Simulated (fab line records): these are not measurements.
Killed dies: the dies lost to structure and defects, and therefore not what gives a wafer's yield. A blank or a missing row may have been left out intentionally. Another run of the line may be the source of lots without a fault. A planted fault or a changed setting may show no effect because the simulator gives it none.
What tool caused it? ; flow sky130 ; 36 wafers from 12 lots sampled at 4 of the route's 708 steps

WHAT THE GAUGES READ, wafer by wafer
SKY_LOCAL_INTERCONNECT_THK_MEAS_02: measures by xrf. Usual: for LOCAL_INTERCONNECT_TIN_THK the level is 100.8 nm and the standard deviation is 1.5.
lot;measured;on;LOCAL_INTERCONNECT_TIN_THK (nm);flag
L638;day 29 18:45;film-metro-04;98.4 99.8 99.9;
L637;day 29 23:49;film-metro-03;97.8 100.6 98.7;
L639;day 30 05:01;film-metro-03;101.1 101.7 101.3;
L640;day 30 08:16;film-metro-04;100.8 98.7 99.7;
L643;day 31 16:41;film-metro-04;102.3 101.1 102.8;
L644;day 32 00:19;film-metro-03;102.7 102.1 102.3;
L645;day 32 12:30;film-metro-03;100.3 102.9 99.7;
L651;day 34 11:45;film-metro-03;101.3 101.0 102.7;
L652;day 34 15:04;film-metro-04;99.9 100.3 98.9;
L653;day 34 17:03;film-metro-01;102.3 102.6 103.1;
L654;day 35 02:53;film-metro-04;99.9 99.1 98.5;
L656;day 35 20:48;film-metro-03;101.4 102.3 99.8;

SKY_CONTACT_CD_MEAS_14 targets a cd of 170 nm. Usual: cd-nm reads 169.9 nm (standard deviation 1.5).
lot;measured;on;cd-nm (nm);flag
L638;day 32 00:45;cd-sem-01;171.8 171.9 170.1;
L637;day 32 06:31;cd-sem-02;168.6 168.5 168.9;
L639;day 32 10:46;cd-sem-02;168.4 168.1 169.6;
L640;day 32 14:18;cd-sem-01;171.3 169.9 170.1;
L643;day 33 23:19;cd-sem-01;172.3 171.5 170.3;
L644;day 34 06:32;cd-sem-02;169.7 170.8 170.6;
L645;day 34 18:04;cd-sem-02;170.9 170.4 170.8;
L651;day 36 18:38;cd-sem-02;153.7 131.9 135.4;OFF
L652;day 36 21:55;cd-sem-02;162.0 156.1 149.6;OFF
L653;day 37 00:26;cd-sem-02;171.1 171.0 169.3;
L654;day 37 10:11;cd-sem-02;169.1 170.0 169.0;
L656;day 38 05:11;cd-sem-02;168.3 166.8 167.2;

WHAT TOOL EACH LOT RAN ON (gives the tool, then ch and the chambers of the sampled wafers, and finally the start)
lot;SKY_LOCAL_INTERCONNECT_ETCH_13;SKY_CONTACT_EXPOSE_11
L638;rie-metal-02 ch 0,1, day 30 20:54;krf-scanner-02 ch 0, day 31 10:58
L637;rie-metal-03 ch 1, day 31 02:02;krf-scanner-02 ch 0, day 31 16:54
L639;rie-metal-01 ch 0,1, day 31 06:54;krf-scanner-01 ch 0, day 31 22:12
L640;rie-metal-03 ch 1, day 31 09:57;krf-scanner-02 ch 0, day 32 01:38
L643;rie-metal-02 ch 0,1, day 32 19:05;krf-scanner-01 ch 0, day 33 10:32
L644;rie-metal-02 ch 0,1, day 33 02:51;krf-scanner-01 ch 0, day 33 17:05
L645;rie-metal-01 ch 0, day 33 14:41;krf-scanner-01 ch 0, day 34 05:22
L651;rie-metal-02 ch 0,1, day 35 14:35;krf-scanner-02 ch 0, day 36 04:50
L652;rie-metal-01 ch 1, day 35 17:45;krf-scanner-02 ch 0, day 36 08:16
L653;rie-metal-03 ch 0,1, day 35 19:50;krf-scanner-01 ch 0, day 36 10:41
L654;rie-metal-01 ch 0, day 36 05:55;krf-scanner-01 ch 0, day 36 21:15
L656;rie-metal-01 ch 0,1, day 37 00:00;krf-scanner-01 ch 0, day 37 15:16
- SKY_LOCAL_INTERCONNECT_ETCH_13: etches BARC in N2/H2, stops on SiO2, time 45.9 s, target depth 60 nm.
- SKY_CONTACT_EXPOSE_11: exposes mask CTM1, target cd 170 nm.

AS READ BY THE TOOLS THEMSELVES (means over the sampled wafers that have a number; for cases with no such wafer, the mark the record gives instead)
SKY_LOCAL_INTERCONNECT_ETCH_13. Usual: drypump-motor-current-A 5.7 A, standard deviation 0.36; h2-flow-sccm 200.0 sccm, standard deviation 0.61; n2-flow-sccm 100.06 sccm, standard deviation 0.29; oes-product-au 0.855 a.u., standard deviation 0.0045; throttle-valve-pct 13.225 %, standard deviation 0.0084.
lot;tool;drypump-motor-current-A (A);h2-flow-sccm (sccm);n2-flow-sccm (sccm);oes-product-au (a.u.);throttle-valve-pct (%);flag
L638;rie-metal-02;5.3;199.8;99.84;0.860;13.230;
L637;rie-metal-03;6.3;200.3;100.00;0.853;13.225;
L639;rie-metal-01;5.8;200.2;100.03;0.857;13.228;
L640;rie-metal-03;6.3;200.6;99.84;0.854;13.227;
L643;rie-metal-02;5.3;199.2;100.26;0.856;13.220;
L644;rie-metal-02;5.4;200.2;100.23;0.853;13.222;
L645;rie-metal-01;6.0;199.7;100.09;0.855;13.217;
L651;rie-metal-02;5.3;199.7;100.29;0.859;13.238;
L652;rie-metal-01;5.5;200.1;100.11;0.856;13.221;
L653;rie-metal-03;5.9;199.6;100.05;0.856;13.215;
L654;rie-metal-01;6.0;199.4;100.00;0.855;13.227;
L656;rie-metal-01;5.7;200.3;100.10;0.852;13.228;

THE ANSWER, worked out from the rows above alone
Rule: a lot is off if the mean of its wafers that have a number lies more than 3 standard deviations from the usual mean. Also off: a lot with no number at a reading for which 4 or more lots have one. Where the step has rows for the other lots, those lots are counted as sound. After the gauges, taken in route order, come the tools' own readings; for these a lot's mean is taken, as printed above. At the first step where some lot is off, the reading lying furthest off is the one used; lots without a number count as furthest.
Off: L651, L652 (SKY_CONTACT_CD_MEAS_14, cd-nm).
A tool fits if, at a process step before that reading, it ran every lot that is off, and no sound lot after the first of them. Gauges at SKY_CONTACT_CD_MEAS_14: tried the same way as those tools. One fits: SKY_CONTACT_EXPOSE_11 on krf-scanner-02. A fault onset in the window from L640 (day 32 01:38, its last sound lot) to L651 (day 36 04:50, its first lot off) fits.

WHAT HAD BEEN PUT IN BY THE SIMULATOR
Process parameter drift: krf-scanner-02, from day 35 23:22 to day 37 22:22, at SKY_CONTACT_EXPOSE_11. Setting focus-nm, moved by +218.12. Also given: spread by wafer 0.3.
Lots struck among those shown: L651, L652. This agrees with what the rule above found.
